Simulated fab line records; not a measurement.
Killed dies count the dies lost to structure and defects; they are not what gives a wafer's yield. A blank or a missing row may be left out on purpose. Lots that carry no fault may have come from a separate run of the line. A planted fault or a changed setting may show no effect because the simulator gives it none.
Which of the tools did it? -- flow sky130 -- Sampling: 13 lots, 39 wafers, 4 of 708 route steps

## WHAT THE GAUGES READ, wafer by wafer
SKY_PASSIVATION_THK_MEAS_03.
lot,measured,on,PASSIVATION_CVD_02_THK (nm)
L422,day 43 22:46,filmMetro-03,538 545 544
L423,day 44 06:31,filmMetro-02,540 541 539
L424,day 44 14:16,filmMetro-02,535 539 557
L425,day 44 17:19,filmMetro-03,517 525 531
L427,day 45 06:19,filmMetro-01,541 527 537
L428,day 45 16:41,filmMetro-02,535 532 548
L429,day 45 21:13,filmMetro-02,533 541 538
L430,day 46 09:00,filmMetro-01,540 543 536
L431,day 46 14:48,filmMetro-01,537 539 551
L432,day 46 21:25,filmMetro-03,525 540 532
L440,day 48 17:03,filmMetro-01,542 540 549
L441,day 48 17:22,filmMetro-01,527 538 527
L442,day 48 19:35,filmMetro-02,539 543 540

## EACH LOT AND THE TOOL THAT RAN IT (in order: tool; ch and the chambers of the sampled wafers; start)
lot,SKY_FIELD_ISO_ETCH_14,SKY_METAL5_SPUTTER_02,SKY_PASSIVATION_CVD_00
L422,"rieDiel-02 ch 0,1,3, day 2 06:34","pvdSputter-03, day 42 22:43","pecvd-03 ch 0,2, day 43 22:28"
L423,"rieDiel-03 ch 0,2,3, day 2 10:55","pvdSputter-02, day 43 07:17","pecvd-02 ch 0,1, day 44 06:11"
L424,"rieDiel-03 ch 1,3, day 2 16:58","pvdSputter-03, day 43 16:11","pecvd-02 ch 0,1,2, day 44 13:57"
L425,"rieDiel-01 ch 0,1,2, day 2 19:58","pvdSputter-03, day 43 18:07","pecvd-01 ch 0,2, day 44 17:00"
L427,"rieDiel-01 ch 0,1, day 3 06:28","pvdSputter-02, day 44 07:26","pecvd-03 ch 0,1, day 45 06:00"
L428,"rieDiel-03 ch 1,2,3, day 3 12:04","pvdSputter-01, day 44 16:59","pecvd-01 ch 0,1,2, day 45 16:23"
L429,"rieDiel-02 ch 1,2, day 3 17:16","pvdSputter-03, day 44 21:50","pecvd-03 ch 0,1,2, day 45 20:55"
L430,"rieDiel-02 ch 1,2, day 3 23:16","pvdSputter-03, day 45 11:17","pecvd-03 ch 0,1,2, day 46 08:41"
L431,"rieDiel-03 ch 1,2, day 4 04:10","pvdSputter-03, day 45 17:23","pecvd-02 ch 0,1,2, day 46 14:30"
L432,"rieDiel-03 ch 1,2, day 4 09:01","pvdSputter-03, day 45 23:28","pecvd-01 ch 1,2, day 46 21:06"
L440,"rieDiel-03 ch 0,2, day 6 02:34","pvdSputter-03, day 47 20:57","pecvd-03 ch 0,2, day 48 16:45"
L441,"rieDiel-02 ch 0,2, day 6 07:46","pvdSputter-01, day 47 21:11","pecvd-01 ch 0,1,2, day 48 17:03"
L442,"rieDiel-03 ch 0,1,2, day 6 13:09","pvdSputter-02, day 47 22:44","pecvd-01 ch 0,1, day 48 19:16"
- SKY_FIELD_ISO_ETCH_14: etches BARC in N2/H2, stops on SiO2, time 45.9 s, target depth 60 nm.
- SKY_METAL5_SPUTTER_02: material AlCu, target thk 1150 nm, time 61.2 s.
- SKY_PASSIVATION_CVD_00: deposits SiO2, target thk 90 nm.

## WHAT THE TOOLS THEMSELVES READ (means of the sampled wafers that have a number; where no wafer has one, the mark that the record gives instead)
SKY_FIELD_ISO_ETCH_14.
lot,tool,drypumpMotorCurrentA (A),oesProductAu (a.u.),throttleValvePct (%)
L422,rieDiel-02,5.6,0.853,13.218
L423,rieDiel-03,5.8,0.859,13.215
L424,rieDiel-03,5.9,0.859,13.231
L425,rieDiel-01,5.8,0.860,13.229
L427,rieDiel-01,5.9,0.852,13.219
L428,rieDiel-03,5.7,0.856,13.235
L429,rieDiel-02,5.5,0.851,13.225
L430,rieDiel-02,5.5,0.856,13.212
L431,rieDiel-03,5.6,0.853,13.226
L432,rieDiel-03,5.4,0.852,13.223
L440,rieDiel-03,5.8,0.857,13.230
L441,rieDiel-02,5.3,0.854,13.218
L442,rieDiel-03,5.7,0.861,13.228

SKY_METAL5_SPUTTER_02.
lot,tool,cathodeDcPowerW (W),throttleValvePct (%)
L422,pvdSputter-03,10600,29.8
L423,pvdSputter-02,10599,30.5
L424,pvdSputter-03,10600,29.9
L425,pvdSputter-03,10601,30.3
L427,pvdSputter-02,10601,30.5
L428,pvdSputter-01,10601,29.2
L429,pvdSputter-03,10600,30.2
L430,pvdSputter-03,10601,30.3
L431,pvdSputter-03,10601,30.7
L432,pvdSputter-03,10601,30.7
L440,pvdSputter-03,10602,30.3
L441,pvdSputter-01,10601,29.2
L442,pvdSputter-02,10599,30.6

SKY_PASSIVATION_CVD_00.
lot,tool,heaterPowerOuterW (W),heaterPowerW (W)
L422,pecvd-03,414,753
L423,pecvd-02,353,587
L424,pecvd-02,311,529
L425,pecvd-01,379,674
L427,pecvd-03,417,770
L428,pecvd-01,422,729
L429,pecvd-03,419,756
L430,pecvd-03,417,751
L431,pecvd-02,331,548
L432,pecvd-01,385,656
L440,pecvd-03,478,811
L441,pecvd-01,402,694
L442,pecvd-01,425,707

## THE ANSWER, worked out from the rows above alone
Rule: the usual values come from the lots themselves. Put in order of their means at a reading, lots are off if they are a third of the lots or fewer, leave a main group of 4 or more, and stand apart from it by a gap of 3 or more times the standard deviation of the main group's means; of several such gaps the widest counts. If all means in a main group match to the digits the tables above print for the reading, that group is not used. Also off: a lot with no number at a reading for which 4 or more lots have one. Any other lot the step has rows for is counted as sound. Order of review: gauges by route order, followed by the tools' own readings, for which a lot's mean as printed above is used. At the first step where some lot is off, the reading lying furthest off is the one used; lots without a number count as furthest.
Across all readings shown, no lot is off: no conclusion can be drawn from this.

## WHAT THE SIMULATOR PUT IN
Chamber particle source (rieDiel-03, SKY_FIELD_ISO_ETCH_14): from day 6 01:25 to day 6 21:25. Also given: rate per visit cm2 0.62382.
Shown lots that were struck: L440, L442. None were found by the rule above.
